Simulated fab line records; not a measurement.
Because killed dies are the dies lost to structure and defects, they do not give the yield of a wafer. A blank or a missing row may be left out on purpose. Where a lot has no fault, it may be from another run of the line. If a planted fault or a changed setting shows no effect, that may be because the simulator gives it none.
2 desks looking at one fault :: flow gf180mcu :: each desk has only its own numbers; what lay behind them comes last

## AT THE TOOL OWNER'S DESK: rieDiel-01
The tool's own readings at GF_POLY_GATE_ETCH_12 (etches BARC in N2/H2): means of the sampled wafers that have a number, for each lot that ran on this tool. If a lot's mean is further than 4 standard deviations from the usual mean, the lot is out of limits and carries the mark OUT (the distance appears in the brackets).
Columns: A = drypumpMotorCurrentA at GF_POLY_GATE_ETCH_12, usual 5.8 A; B = oesProductAu at GF_POLY_GATE_ETCH_12, usual 0.736 a.u.; C = rfFwdPowerW at GF_POLY_GATE_ETCH_12, usual 496.2 W; D = throttleValvePct at GF_POLY_GATE_ETCH_12, usual 13.215 %
lot: L767
first seen here: day 10 10:23
A: 5.4
B: 0.736
C: 496.0
D: 13.209

lot: L769
first seen here: day 11 00:41
A: 5.6
B: 0.742
C: 496.6
D: 13.211

lot: L770
first seen here: day 11 14:23
A: 5.3
B: 0.734
C: 523.0 (+15) OUT
D: 13.207
This desk finds L770 out of limits, L770 being first, at day 11 14:23 (rfFwdPowerW at GF_POLY_GATE_ETCH_12). In limits: L767, L769.

## METROLOGY DESK
Means of the sampled wafers that have a number, per lot and without regard to the tool the lot ran on: this is what the gauges read. If a lot's mean is further than 4 standard deviations from the usual mean, the lot is out of limits and carries the mark OUT (the distance appears in the brackets).
Columns: A = VT_IMPLANT_OVL at GF_VT_IMPLANT_OVL_MEAS_07, usual 0.3 nm
lot: L766
first seen here: day 6 14:11
A: 0.1

lot: L767
first seen here: day 6 17:18
A: 0.4

lot: L768
first seen here: day 7 04:32
A: 1.1

lot: L769
first seen here: day 7 04:50
A: 0.9

lot: L770
first seen here: day 7 15:44
A: -1.0

lot: L772
first seen here: day 7 20:31
A: -0.3

lot: L776
first seen here: day 8 22:56
A: -0.3

lot: L779
first seen here: day 9 15:18
A: 1.5

lot: L780
first seen here: day 9 22:53
A: 0.6

lot: L781
first seen here: day 10 03:56
A: 0.3

lot: L783
first seen here: day 10 17:59
A: 0.9

lot: L784
first seen here: day 11 00:26
A: -1.6

lot: L785
first seen here: day 11 08:17
A: 0.3
This desk's verdict: no lot among the 13 shows anything out of limits.

## BROUGHT TOGETHER
On L770, at day 11 14:23, an alarm was possible from the tool owner's desk.
At the metrology desk, nothing out of limits was observed.
The metrology desk holds a record of L770, inside its limits.
Every lot named ran GF_POLY_GATE_ETCH_12 on rieDiel-01.

## WHAT THE SIMULATOR HAD INSERTED
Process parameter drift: rieDiel-01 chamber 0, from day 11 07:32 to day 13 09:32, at GF_POLY_GATE_ETCH_12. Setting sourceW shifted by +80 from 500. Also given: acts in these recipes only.
Lots struck among those shown: L770.
Each desk's first reading out of limits, in hours after the fault started: the tool owner's desk, 7.
